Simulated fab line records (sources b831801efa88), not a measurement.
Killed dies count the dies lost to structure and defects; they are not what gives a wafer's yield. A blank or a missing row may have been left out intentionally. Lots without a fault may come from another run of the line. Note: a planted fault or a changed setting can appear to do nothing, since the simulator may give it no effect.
fab line records + flow sky130
[record]
- lots = 14
- wafers = 42
- lastDay = 50
route steps=708 shown METAL4@601 CAP2M@616 VIA4@641
lots with no fault: from the same line, run without faults
startH: the number of hours between the record's first day and the start of the first shown wafer of the lot + waitH: time in hours since the lot's previous step + " unchanged from the row above + L1.1+2: a row that stands for several wafers + - value missing, or start not given + * or withheld: withheld + < > ~ a bound
route shown NAME@n: a module of which the file shows steps, and the number in the route of the first + usual: average and standard deviation across the fault-free wafers + same: alike in all rows + chamber/n: place in a boat + sites: per-site readings + _std_site: standard deviation across them + _edge_site: inner sites' mean taken away from outer sites' mean + radiusMm: for every site, how far away it sits from the centre of the wafer + mask NAME#n: copy n + behind: the tool/chamber that last shaped the wafer + hold: cause of the lot's hold/its duration in hours/its outcome + device: the transistor (n, p or np) that didn't switch + end of line: tests of these same wafers at the route's end + a step with no rows: only its recipe + killed: not the wafer's yield, but the dies lost to structure and defects at the first sort + map: a wafer's dies, x killed, . not, _ none there
set.NAME: the run value of the setting; set.NAME@STEP: its run value at that earlier step + model.NAME: the simulator's own value behind a step, which no gauge read
route steps across a sampled set of lots; one table per step, one row per wafer
services: when a tool's chamber went out of use (startH, in hours from the record's first day, below 0 if earlier), for how many hours, and the reason
[[steps]]
[step SKY_METAL4_SPUTTER_03]
[recipe]
- material = Ti
- targetThkNm = 5
- powerW = 3000
- timeS = 3.3
- chamberPressurePa = 0.4
[usual]
- throttleValvePct = 29.5/1.1
| lot.wafer | tool          | chamber | startH  | waitH | throttleValvePct |
|-----------|---------------|---------|---------|-------|------------------|
| L504.1    | pvdSputter-02 | -       | 937.51  | 0.0   | 32.3             |
| L504.4    | "             | -       | "       | "     | 29.9             |
| L504.6    | "             | -       | "       | "     | 29.7             |
| L505.4    | pvdSputter-04 | -       | 944.79  | 0.0   | 28.1             |
| L505.5    | "             | -       | "       | "     | 29.6             |
| L505.6    | "             | -       | "       | "     | 30.1             |
| L506.1    | pvdSputter-01 | -       | 948.20  | 0.0   | 29.2             |
| L506.4    | "             | -       | "       | "     | 27.3             |
| L506.6    | "             | -       | "       | "     | 30.0             |
| L509.4    | pvdSputter-02 | -       | 977.19  | 0.0   | 31.9             |
| L509.5    | "             | -       | "       | "     | 30.0             |
| L509.6    | "             | -       | "       | "     | 27.5             |
| L510.1    | pvdSputter-02 | -       | 977.49  | 0.0   | 30.5             |
| L510.4    | "             | -       | "       | "     | 29.9             |
| L510.5    | "             | -       | "       | "     | 32.1             |
| L508.2    | pvdSputter-04 | -       | 977.91  | 0.0   | 29.9             |
| L508.5    | "             | -       | "       | "     | 29.6             |
| L508.6    | "             | -       | "       | "     | 27.9             |
| L511.1    | pvdSputter-04 | -       | 996.22  | 0.0   | 30.0             |
| L511.2    | "             | -       | "       | "     | 28.1             |
| L511.6    | "             | -       | "       | "     | 30.0             |
| L512.1    | pvdSputter-01 | -       | 1003.81 | 0.0   | 27.7             |
| L512.2    | "             | -       | "       | "     | 29.3             |
| L512.4    | "             | -       | "       | "     | 30.1             |
| L513.2    | pvdSputter-01 | -       | 1004.28 | 0.0   | 29.3             |
| L513.3    | "             | -       | "       | "     | 29.4             |
| L513.6    | "             | -       | "       | "     | 29.3             |
| L515.1    | pvdSputter-01 | -       | 1014.63 | 0.0   | 29.3             |
| L515.4    | "             | -       | "       | "     | 27.9             |
| L515.5    | "             | -       | "       | "     | 29.8             |
| L520.2    | pvdSputter-02 | -       | 1054.82 | 0.0   | 27.7             |
| L520.4    | "             | -       | "       | "     | 30.3             |
| L520.6    | "             | -       | "       | "     | 30.0             |
| L522.2    | pvdSputter-01 | -       | 1060.08 | 0.0   | 29.3             |
| L522.4    | "             | -       | "       | "     | 29.4             |
| L522.5    | "             | -       | "       | "     | 27.6             |
| L521.1    | pvdSputter-04 | -       | 1062.23 | 0.0   | 28.1             |
| L521.3    | "             | -       | "       | "     | 29.8             |
| L521.5    | "             | -       | "       | "     | 29.9             |
| L527.2    | pvdSputter-04 | -       | 1089.36 | 0.0   | 29.9             |
| L527.4    | "             | -       | "       | "     | 28.2             |
| L527.5    | "             | -       | "       | "     | 27.8             |
[step SKY_CAP2M_METAL_ETCH_13]
[recipe]
- targetDepthNm = 220
- stopOn = SiO2
- chemistry = Cl2/BCl3
- target = TiN
- pressureMtorr = 10.43
- icpW = 900
- biasW = 48.5
- Cl2_flow_sccm = 60
- bcl3FlowSccm = 30
- timeS = 62.9
[usual]
- bcl3FlowSccm = 30.03/0.089
- drypumpMotorCurrentA = 5.98/0.29
- mfcCl2Sccm = 59.97/0.19
- oesProductAu = 0.948/0.0079
- throttleValvePct = 21.409/0.0097
| lot.wafer | tool        | chamber | startH  | waitH | bcl3FlowSccm | drypumpMotorCurrentA | mfcCl2Sccm | oesProductAu | rfHoursCounterH | throttleValvePct |
|-----------|-------------|---------|---------|-------|--------------|----------------------|------------|--------------|-----------------|------------------|
| L504.1    | rieMetal-04 | 1       | 962.11  | 0.0   | 30.02        | 6.30                 | 60.29      | 0.937        | 13              | 21.414           |
| L504.4    | "           | 1       | "       | "     | 30.15        | 6.32                 | 60.14      | 0.947        | -               | 21.413           |
| L504.6    | "           | 0       | "       | "     | 30.15        | 5.87                 | 59.92      | 0.945        | -               | 21.416           |
| L505.4    | rieMetal-01 | 1       | 969.03  | 0.0   | 29.97        | 5.72                 | 59.91      | 0.943        | -               | 21.435           |
| L505.5    | "           | 0       | "       | "     | 30.01        | 5.79                 | 60.00      | 0.943        | -               | 21.420           |
| L505.6    | "           | 1       | "       | "     | 30.02        | 5.65                 | 60.14      | 0.943        | -               | 21.413           |
| L506.1    | rieMetal-04 | 0       | 973.02  | 0.0   | 30.21        | 5.86                 | 59.93      | 0.963        | 7               | 21.400           |
| L506.4    | "           | 0       | "       | "     | 30.01        | 5.88                 | 59.74      | 0.960        | -               | 21.400           |
| L506.6    | "           | 1       | "       | "     | 30.10        | 6.33                 | 60.01      | 0.956        | -               | 21.416           |
| L509.4    | rieMetal-01 | 0       | 1001.33 | 0.0   | 29.93        | 5.77                 | 60.11      | 0.950        | -               | 21.422           |
| L509.5    | "           | 1       | "       | "     | 30.10        | 5.67                 | 60.25      | 0.947        | -               | 21.404           |
| L509.6    | "           | 0       | "       | "     | 29.95        | 5.80                 | 59.98      | 0.953        | -               | 21.395           |
| L510.1    | rieMetal-02 | 0       | 1001.52 | 0.0   | 30.04        | 5.62                 | 60.42      | 0.940        | 13              | 21.413           |
| L510.4    | "           | 0       | "       | "     | 30.04        | 5.62                 | 59.91      | 0.942        | -               | 21.413           |
| L510.5    | "           | 1       | "       | "     | 30.09        | 6.33                 | 59.74      | 0.946        | -               | 21.417           |
| L508.2    | rieMetal-01 | 0       | 1001.60 | 0.0   | 30.04        | 5.80                 | 59.89      | 0.951        | 6               | 21.412           |
| L508.5    | "           | 1       | "       | "     | 30.02        | 5.67                 | 60.26      | 0.959        | -               | 21.412           |
| L508.6    | "           | 0       | "       | "     | 29.93        | 5.81                 | 59.91      | 0.945        | -               | 21.417           |
| L511.1    | rieMetal-04 | 1       | 1019.83 | 0.0   | 30.07        | 6.33                 | 59.74      | 0.959        | 15              | 21.393           |
| L511.2    | "           | 0       | "       | "     | 29.99        | 5.89                 | 59.96      | 0.956        | 10              | 21.397           |
| L511.6    | "           | 1       | "       | "     | 29.87        | 6.31                 | 60.01      | 0.957        | -               | 21.393           |
| L512.1    | rieMetal-02 | 1       | 1026.93 | 0.0   | 30.10        | 6.37                 | 59.85      | 0.956        | 8               | 21.388           |
| L512.2    | "           | 1       | "       | "     | 30.07        | 6.38                 | 60.08      | 0.952        | -               | 21.417           |
| L512.4    | "           | 1       | "       | "     | 30.11        | 6.35                 | 59.81      | 0.949        | -               | 21.414           |
| L513.2    | rieMetal-04 | 0       | 1028.30 | 0.0   | 30.16        | 5.85                 | 59.87      | 0.960        | 10              | 21.400           |
| L513.3    | "           | 0       | "       | "     | 30.06        | 5.81                 | 60.06      | 0.944        | -               | 21.404           |
| L513.6    | "           | 1       | "       | "     | 30.09        | 6.30                 | 59.94      | 0.952        | -               | 21.387           |
| L515.1    | rieMetal-01 | 1       | 1037.90 | 0.0   | 30.00        | 5.66                 | 59.85      | 0.936        | 11              | 21.412           |
| L515.4    | "           | 0       | "       | "     | 30.02        | 5.81                 | 60.18      | 0.954        | -               | 21.427           |
| L515.5    | "           | 1       | "       | "     | 29.99        | 5.65                 | 59.63      | 0.937        | -               | 21.410           |
| L520.2    | rieMetal-04 | 0       | 1076.47 | 0.0   | 29.90        | 5.87                 | 59.78      | 0.942        | 13              | 21.396           |
| L520.4    | "           | 1       | "       | "     | 30.16        | 6.31                 | 60.24      | 0.936        | -               | 21.406           |
| L520.6    | "           | 1       | "       | "     | 30.07        | 6.30                 | 60.21      | 0.949        | -               | 21.407           |
| L522.2    | rieMetal-04 | 1       | 1081.97 | 0.0   | 30.00        | 6.32                 | 60.30      | 0.945        | 19              | 21.398           |
| L522.4    | "           | 1       | "       | "     | 29.94        | 6.32                 | 60.18      | 0.945        | -               | 21.422           |
| L522.5    | "           | 1       | "       | "     | 30.00        | 6.32                 | 60.45      | 0.941        | -               | 21.409           |
| L521.1    | rieMetal-01 | 1       | 1083.67 | 0.0   | 29.94        | 5.69                 | 59.62      | 0.957        | 15              | 21.408           |
| L521.3    | "           | 1       | "       | "     | 29.97        | 5.67                 | 59.90      | 0.945        | -               | 21.403           |
| L521.5    | "           | 0       | "       | "     | 30.04        | 5.80                 | 60.08      | 0.945        | -               | 21.401           |
| L527.2    | rieMetal-04 | 1       | 1108.88 | 0.0   | 30.10        | 6.30                 | 60.11      | 0.952        | -               | 21.403           |
| L527.4    | "           | 1       | "       | "     | 30.22        | 6.30                 | 60.24      | 0.950        | -               | 21.420           |
| L527.5    | "           | 1       | "       | "     | 30.21        | 6.31                 | 59.99      | 0.960        | -               | 21.405           |
[step SKY_METAL4_ETCH_17]
[recipe]
- target = SiO2
- stopOn = TiN
- chemistry = C4F8/O2/Ar
- sourceW = 1500
- biasW = 1200
- pressureMtorr = 40
- c4f8FlowSccm = withheld
- O2_flow_sccm = 6
- Ar_flow_sccm = 300
- timeS = 3.9
- targetDepthA = 150
[usual]
- oesProductAu = 0.753/0.0074
| lot.wafer | tool       | chamber | startH  | waitH | oesProductAu | rfHoursCounterH |
|-----------|------------|---------|---------|-------|--------------|-----------------|
| L504.1    | rieDiel-02 | 1       | 987.62  | 0.2   | 0.751        | 4               |
| L504.4    | "          | 0       | "       | "     | 0.760        | 9               |
| L504.6    | "          | 1       | "       | "     | 0.754        | -               |
| L505.4    | rieDiel-03 | 0       | 994.17  | 0.0   | 0.764        | 11              |
| L505.5    | "          | 2       | "       | "     | 0.756        | -               |
| L505.6    | "          | 1       | "       | "     | 0.748        | -               |
| L506.1    | rieDiel-02 | 2       | 998.22  | 0.1   | 0.759        | 24              |
| L506.4    | "          | 0       | "       | "     | 0.751        | 9               |
| L506.6    | "          | 3       | "       | "     | 0.749        | -               |
| L509.4    | rieDiel-04 | 2       | 1025.24 | 0.0   | 0.759        | 17              |
| L509.5    | "          | 3       | "       | "     | 0.750        | -               |
| L509.6    | "          | 0       | "       | "     | 0.750        | -               |
| L510.1    | rieDiel-03 | 0       | 1025.56 | 0.2   | 0.757        | 12              |
| L510.4    | "          | 0       | "       | "     | 0.764        | -               |
| L510.5    | "          | 3       | "       | "     | 0.762        | -               |
| L508.2    | rieDiel-02 | 1       | 1025.59 | 0.1   | 0.743        | 5               |
| L508.5    | "          | 0       | "       | "     | 0.747        | -               |
| L508.6    | "          | 1       | "       | "     | 0.742        | -               |
| L511.1    | rieDiel-03 | 0       | 1043.97 | 0.1   | 0.752        | 13              |
| L511.2    | "          | 3       | "       | "     | 0.746        | 29              |
| L511.6    | "          | 2       | "       | "     | 0.752        | -               |
| L512.1    | rieDiel-03 | 3       | 1051.24 | 0.1   | 0.752        | 29              |
| L512.2    | "          | 1       | "       | "     | 0.753        | 13              |
| L512.4    | "          | 2       | "       | "     | 0.760        | 15              |
| L513.2    | rieDiel-02 | 0       | 1051.65 | 0.1   | 0.742        | 11              |
| L513.3    | "          | 2       | "       | "     | 0.747        | 26              |
| L513.6    | "          | 0       | "       | "     | 0.752        | -               |
| L515.1    | rieDiel-02 | 3       | 1061.23 | 0.1   | 0.750        | 6               |
| L515.4    | "          | 1       | "       | "     | 0.774        | 7               |
| L515.5    | "          | 2       | "       | "     | 0.759        | -               |
| L520.2    | rieDiel-02 | 1       | 1098.28 | 0.1   | 0.739        | 8               |
| L520.4    | "          | 3       | "       | "     | 0.751        | 7               |
| L520.6    | "          | 0       | "       | "     | 0.742        | -               |
| L522.2    | rieDiel-03 | 1       | 1103.29 | 0.1   | 0.752        | 15              |
| L522.4    | "          | 0       | "       | "     | 0.763        | -               |
| L522.5    | "          | 2       | "       | "     | 0.761        | -               |
| L521.1    | rieDiel-02 | 1       | 1104.54 | 0.1   | 0.745        | 8               |
| L521.3    | "          | 2       | "       | "     | 0.748        | 28              |
| L521.5    | "          | 3       | "       | "     | 0.753        | -               |
| L527.2    | rieDiel-04 | 1       | 1129.77 | 0.1   | 0.751        | 12              |
| L527.4    | "          | 3       | "       | "     | 0.755        | 16              |
| L527.5    | "          | 0       | "       | "     | 0.756        | -               |
[step SKY_VIA4_CMP_02]
[recipe]
- material = SiO2
- downForcePsi = 4
- platenRpm = 60
- padVelocityMS = 0.94248
[usual]
- motorCurrentA = 12.7/1.1
| lot.wafer | tool   | chamber | startH  | waitH | motorCurrentA |
|-----------|--------|---------|---------|-------|---------------|
| L504.4    | cmp-02 | 3       | 988.81  | 0.1   | 13.2          |
| L504.1    | "      | 0       | "       | "     | 12.0          |
| L504.6    | "      | 1       | "       | "     | 10.9          |
| L505.4    | cmp-01 | 3       | 995.21  | 0.0   | 12.2          |
| L505.5    | "      | 3       | "       | "     | 12.5          |
| L505.6    | "      | 0       | "       | "     | 13.6          |
| L506.1    | cmp-02 | 0       | 999.30  | 0.1   | 13.4          |
| L506.4    | "      | 3       | "       | "     | 14.1          |
| L506.6    | "      | 0       | "       | "     | 13.2          |
| L509.4    | cmp-02 | 0       | 1026.36 | 0.1   | 12.6          |
| L509.5    | "      | 2       | "       | "     | 11.9          |
| L509.6    | "      | 3       | "       | "     | 14.1          |
| L510.1    | cmp-01 | 1       | 1026.59 | 0.1   | 14.1          |
| L510.4    | "      | 0       | "       | "     | 13.2          |
| L510.5    | "      | 1       | "       | "     | 14.2          |
| L508.2    | cmp-02 | 2       | 1026.89 | 0.1   | 11.4          |
| L508.6    | "      | 0       | "       | "     | 12.5          |
| L508.5    | "      | 1       | "       | "     | 11.4          |
| L511.1    | cmp-01 | 3       | 1045.51 | 0.5   | 12.3          |
| L511.2    | "      | 0       | "       | "     | 13.8          |
| L511.6    | "      | 2       | "       | "     | 12.1          |
| L512.4    | cmp-02 | 1       | 1052.41 | 0.0   | 11.0          |
| L512.1    | "      | 3       | "       | "     | 13.9          |
| L512.2    | "      | 0       | "       | "     | 12.4          |
| L513.3    | cmp-02 | 1       | 1052.83 | 0.1   | 11.0          |
| L513.2    | "      | 2       | "       | "     | 11.3          |
| L513.6    | "      | 3       | "       | "     | 13.6          |
| L515.4    | cmp-02 | 2       | 1062.37 | 0.1   | 11.3          |
| L515.1    | "      | 3       | "       | "     | 13.7          |
| L515.5    | "      | 1       | "       | "     | 10.9          |
| L520.4    | cmp-02 | 0       | 1099.49 | 0.2   | 13.1          |
| L520.2    | "      | 2       | "       | "     | 10.8          |
| L520.6    | "      | 0       | "       | "     | 13.0          |
| L522.2    | cmp-01 | 2       | 1104.31 | 0.0   | 12.2          |
| L522.4    | "      | 0       | "       | "     | 13.5          |
| L522.5    | "      | 3       | "       | "     | 12.2          |
| L521.3    | cmp-02 | 2       | 1105.61 | 0.1   | 11.7          |
| L521.1    | "      | 0       | "       | "     | 12.5          |
| L521.5    | "      | 1       | "       | "     | 10.9          |
| L527.4    | cmp-01 | 0       | 1130.86 | 0.0   | 13.6          |
| L527.2    | "      | 2       | "       | "     | 12.5          |
| L527.5    | "      | 0       | "       | "     | 13.0          |
[step SKY_VIA4_BOW_MEAS_03]
[recipe]
- mode = bow
[usual]
- VIA4_BOW = 78/7.6
| lot.wafer | tool         | chamber | startH  | waitH | hold                    | VIA4_BOW[um] |
|-----------|--------------|---------|---------|-------|-------------------------|--------------|
| L504.1    | filmMetro-04 | -       | 989.01  | 0.1   | -                       | 69           |
| L504.4    | "            | -       | "       | "     | -                       | 82           |
| L504.6    | "            | -       | "       | "     | -                       | 75           |
| L505.4    | filmMetro-04 | -       | 995.57  | 0.3   | -                       | 87           |
| L505.5    | "            | -       | "       | "     | -                       | 80           |
| L505.6    | "            | -       | "       | "     | -                       | 78           |
| L506.1    | filmMetro-03 | -       | 999.60  | 0.2   | -                       | 83           |
| L506.4    | "            | -       | "       | "     | -                       | 77           |
| L506.6    | "            | -       | "       | "     | -                       | 76           |
| L509.4    | filmMetro-04 | -       | 1026.62 | 0.2   | -                       | 84           |
| L509.5    | "            | -       | "       | "     | -                       | 78           |
| L509.6    | "            | -       | "       | "     | -                       | 83           |
| L510.1    | filmMetro-04 | -       | 1026.89 | 0.2   | -                       | 77           |
| L510.4    | "            | -       | "       | "     | -                       | 78           |
| L510.5    | "            | -       | "       | "     | -                       | 74           |
| L508.2    | filmMetro-01 | -       | 1027.11 | 0.2   | -                       | 67           |
| L508.5    | "            | -       | "       | "     | -                       | 63           |
| L508.6    | "            | -       | "       | "     | -                       | 67           |
| L511.1    | filmMetro-04 | -       | 1045.76 | 0.2   | -                       | 74           |
| L511.2    | "            | -       | "       | "     | -                       | 75           |
| L511.6    | "            | -       | "       | "     | -                       | 72           |
| L512.1    | filmMetro-03 | -       | 1052.71 | 0.1   | -                       | 79           |
| L512.2    | "            | -       | "       | "     | -                       | 82           |
| L512.4    | "            | -       | "       | "     | -                       | 84           |
| L513.2    | filmMetro-03 | -       | 1053.05 | 0.1   | -                       | 91           |
| L513.3    | "            | -       | "       | "     | -                       | 77           |
| L513.6    | "            | -       | "       | "     | -                       | 79           |
| L515.1    | filmMetro-03 | -       | 1062.57 | 0.1   | -                       | 74           |
| L515.4    | "            | -       | "       | "     | -                       | 70           |
| L515.5    | "            | -       | "       | "     | -                       | 87           |
| L520.2    | filmMetro-04 | -       | 1099.81 | 0.2   | awaitDispo/0.2h/release | 72           |
| L520.4    | "            | -       | "       | "     | awaitDispo/0.2h/release | 81           |
| L520.6    | "            | -       | "       | "     | awaitDispo/0.2h/release | 79           |
| L520.2    | filmMetro-04 | -       | 1100.09 | 0.3   | -                       | -            |
| L520.4    | "            | -       | "       | "     | -                       | -            |
| L520.6    | "            | -       | "       | "     | -                       | -            |
| L522.2    | filmMetro-03 | -       | 1104.63 | 0.3   | -                       | 75           |
| L522.4    | "            | -       | "       | "     | -                       | 82           |
| L522.5    | "            | -       | "       | "     | -                       | 75           |
| L521.1    | filmMetro-01 | -       | 1105.86 | 0.1   | awaitDispo/0.2h/release | 85           |
| L521.3    | "            | -       | "       | "     | awaitDispo/0.2h/release | 77           |
| L521.5    | "            | -       | "       | "     | awaitDispo/0.2h/release | 82           |
| L521.1    | filmMetro-01 | -       | 1106.15 | 0.3   | -                       | -            |
| L521.3    | "            | -       | "       | "     | -                       | -            |
| L521.5    | "            | -       | "       | "     | -                       | -            |
| L527.2    | filmMetro-03 | -       | 1131.18 | 0.2   | -                       | 77           |
| L527.4    | "            | -       | "       | "     | -                       | 69           |
| L527.5    | "            | -       | "       | "     | -                       | 77           |
[step SKY_VIA4_ETCH_12]
[recipe]
- target = SiO2
- chemistry = C4F8/O2/Ar
- stopOn = TiN
- maskMaterial = NOVOLAK
- sourceW = 1500
- biasW = 1200
- pressureMtorr = 40
- c4f8FlowSccm = withheld
- O2_flow_sccm = 6
- Ar_flow_sccm = 300
- timeS = withheld
- targetDepthA = 5800
[usual]
- oesProductAu = 0.926/0.0048
| lot.wafer | tool       | chamber | startH  | waitH | oesProductAu |
|-----------|------------|---------|---------|-------|--------------|
| L504.1    | rieDiel-01 | 2       | 1012.74 | 0.0   | 0.926        |
| L504.4    | "          | 1       | "       | "     | 0.916        |
| L504.6    | "          | 1       | "       | "     | 0.928        |
| L505.4    | rieDiel-01 | 3       | 1018.39 | 0.0   | 0.921        |
| L505.5    | "          | 1       | "       | "     | 0.931        |
| L505.6    | "          | 2       | "       | "     | 0.923        |
| L506.1    | rieDiel-04 | 1       | 1022.74 | 0.0   | 0.929        |
| L506.4    | "          | 0       | "       | "     | 0.923        |
| L506.6    | "          | 0       | "       | "     | 0.922        |
| L509.4    | rieDiel-01 | 0       | 1049.85 | 0.0   | 0.926        |
| L509.5    | "          | 2       | "       | "     | 0.929        |
| L509.6    | "          | 3       | "       | "     | 0.928        |
| L510.1    | rieDiel-03 | 2       | 1050.15 | 0.0   | 0.932        |
| L510.4    | "          | 1       | "       | "     | 0.922        |
| L510.5    | "          | 1       | "       | "     | 0.927        |
| L508.2    | rieDiel-04 | 2       | 1050.29 | 0.0   | 0.925        |
| L508.5    | "          | 0       | "       | "     | 0.929        |
| L508.6    | "          | 3       | "       | "     | 0.928        |
| L511.1    | rieDiel-01 | 1       | 1068.23 | 0.0   | 0.924        |
| L511.2    | "          | 2       | "       | "     | 0.914        |
| L511.6    | "          | 1       | "       | "     | 0.926        |
| L512.1    | rieDiel-04 | 3       | 1074.58 | 0.0   | 0.920        |
| L512.2    | "          | 2       | "       | "     | 0.922        |
| L512.4    | "          | 1       | "       | "     | 0.925        |
| L513.2    | rieDiel-01 | 3       | 1074.64 | 0.0   | 0.923        |
| L513.3    | "          | 1       | "       | "     | 0.932        |
| L513.6    | "          | 1       | "       | "     | 0.929        |
| L515.1    | rieDiel-04 | 3       | 1083.34 | 0.0   | 0.926        |
| L515.4    | "          | 2       | "       | "     | 0.924        |
| L515.5    | "          | 1       | "       | "     | 0.925        |
| L520.2    | rieDiel-04 | 1       | 1119.60 | 0.0   | 0.969        |
| L520.4    | "          | 0       | "       | "     | 0.979        |
| L520.6    | "          | 1       | "       | "     | 0.978        |
| L522.2    | rieDiel-03 | 2       | 1124.19 | 0.0   | 0.923        |
| L522.4    | "          | 1       | "       | "     | 0.927        |
| L522.5    | "          | 0       | "       | "     | 0.925        |
| L521.1    | rieDiel-03 | 0       | 1126.09 | 0.0   | 0.980        |
| L521.3    | "          | 3       | "       | "     | 0.970        |
| L521.5    | "          | 0       | "       | "     | 0.975        |
| L527.2    | rieDiel-03 | 0       | 1148.98 | 0.0   | 0.930        |
| L527.4    | "          | 1       | "       | "     | 0.931        |
| L527.5    | "          | 0       | "       | "     | 0.923        |
[[services]]
| tool          | chamber | startH  | hours | kind   |
|---------------|---------|---------|-------|--------|
| cmp-01        | -       | 916.02  | 2.4   | repair |
| cmp-02        | -       | 918.61  | 13.6  | pm     |
| rieDiel-03    | 1       | 920.66  | 14.6  | repair |
| cmp-02        | -       | 932.69  | 1.0   | repair |
| cmp-01        | -       | 935.71  | 1.2   | repair |
| rieMetal-04   | 1       | 936.01  | 13.9  | repair |
| cmp-02        | -       | 938.67  | 4.1   | repair |
| pvdSputter-01 | -       | 943.66  | 3.0   | repair |
| cmp-02        | -       | 958.65  | 0.3   | repair |
| rieDiel-02    | 2       | 962.38  | 6.1   | repair |
| rieDiel-02    | 0       | 971.46  | 2.9   | repair |
| cmp-01        | -       | 981.61  | 0.7   | repair |
| rieMetal-04   | 1       | 982.30  | 14.9  | repair |
| rieDiel-03    | 0       | 994.86  | 4.3   | repair |
| rieDiel-03    | 1       | 1009.36 | 32.2  | repair |
| rieDiel-03    | 3       | 1013.08 | 5.6   | repair |
| cmp-02        | -       | 1037.19 | 7.7   | pm     |
| rieDiel-02    | 3       | 1045.32 | 11.2  | repair |
| rieMetal-04   | 0       | 1045.44 | 15.5  | repair |
| cmp-02        | -       | 1086.31 | 4.0   | pm     |
| rieMetal-04   | 0       | 1092.20 | 24.9  | repair |
| rieDiel-03    | -       | 1113.31 | 0.4   | repair |
| rieDiel-03    | 2       | 1144.49 | 26.8  | repair |
| cmp-02        | -       | 1145.99 | 0.9   | repair |
[[key]]
[firstSign]
- step = SKY_VIA4_BOW_MEAS_03
- reading = visit
- direction = added
[effect]
- step = SKY_VIA4_ETCH_12
- reading = oesProductAu
- direction = up
- sigmas = 10
- usual = 0.926
- struck = 0.975
metAt SKY_VIA4_CMP_02
struckLots L520,L521
sortLeftOut L520.2,L520.4,L520.6,L521.1,L521.3,L521.5
notActingAt SKY_METAL4_SPUTTER_03,SKY_CAP2M_METAL_ETCH_13,SKY_METAL4_ETCH_17
onsetBetween 1062.37 1099.49
[fault]
- kind = processParameterDrift
- tool = cmp-02
- chamber = -
- onsetH = 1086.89
- steps = SKY_VIA4_CMP_02
- channel = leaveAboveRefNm
- offset = 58
- shape = step
- endH = 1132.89
- actsIn = theseRecipesOnly
- stated = 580
// sortLeftOut: the simulated sort isn't trusted on such a fault, so these wafers' sort isn't shown, and their yield isn't known
